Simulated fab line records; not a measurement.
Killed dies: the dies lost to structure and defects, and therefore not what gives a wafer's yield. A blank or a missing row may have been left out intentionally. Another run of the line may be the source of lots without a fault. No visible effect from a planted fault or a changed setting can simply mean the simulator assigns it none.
A single fault, viewed from 2 desks + flow sfq line + only its own numbers are on each desk; what lay behind them is given at the end

FROM THE METROLOGY DESK
What the gauges read, lot by lot, whatever tool the lot ran on: means of the sampled wafers that have a number. Marked OUT: a lot whose mean sits more than 4 standard deviations from the usual mean, which makes it out of limits; the brackets give that distance.
Columns: A = L0_MONX_KI_RS at SFQ_L0_RS_MEAS_901, usual 43.3 ohm/sq; B = L0_MONX_KI_THK at SFQ_L0_THK_MEAS_902, usual 40.3 nm
| lot  | first seen here | A    | B    |
|------|-----------------|------|------|
| L115 | day 1 12:34     | 43.7 | 39.8 |
| L116 | day 1 17:34     | 43.4 | 40.1 |
| L117 | day 1 22:34     | 43.6 | 40.3 |
| L119 | day 2 08:34     | 43.3 | 40.1 |
| L120 | day 2 13:37     | 43.3 | 40.6 |
| L121 | day 2 18:34     | 43.3 | 40.5 |
| L122 | day 2 23:36     | 43.3 | 40.1 |
| L123 | day 3 04:35     | 43.5 | 39.9 |
| L124 | day 3 09:35     | 42.9 | 40.7 |
| L126 | day 3 19:34     | 43.4 | 40.2 |
| L127 | day 4 00:34     | 43.8 | 39.9 |
| L131 | day 4 20:34     | 42.8 | 41.1 |
| L133 | day 5 06:35     | 43.1 | 40.7 |
| L137 | day 6 02:34     | 41.8 | 42.2 |
This desk found nothing out of limits on any of the 14 lots.

THE TOOL OWNER'S DESK: pvd sputter-05
The tool's own readings at SFQ_TRILAYER_L0_DEP_SPUTTER_003 (material MoNx KI, target thk 40 nm, time 100 s): means of the sampled wafers that have a number, for each lot that ran on this tool. Marked OUT: a lot whose mean sits more than 4 standard deviations from the usual mean, which makes it out of limits; the brackets give that distance.
Columns: A = throttle valve pct at SFQ_TRILAYER_L0_DEP_SPUTTER_003, usual 30.6 %
| lot  | first seen here | A    |
|------|-----------------|------|
| L115 | day 1 12:29     | 30.1 |
| L117 | day 1 22:29     | 30.2 |
| L122 | day 2 23:29     | 31.3 |
| L124 | day 3 09:29     | 31.2 |
| L126 | day 3 19:29     | 30.1 |
| L131 | day 4 20:29     | 30.4 |
| L137 | day 6 02:29     | 30.0 |
This desk found nothing out of limits on any of the 7 lots.

TAKEN TOGETHER
At the metrology desk, nothing out of limits was observed.
The desk of the tool owner found nothing out of limits.

WHAT THE SIMULATOR HAD INSERTED
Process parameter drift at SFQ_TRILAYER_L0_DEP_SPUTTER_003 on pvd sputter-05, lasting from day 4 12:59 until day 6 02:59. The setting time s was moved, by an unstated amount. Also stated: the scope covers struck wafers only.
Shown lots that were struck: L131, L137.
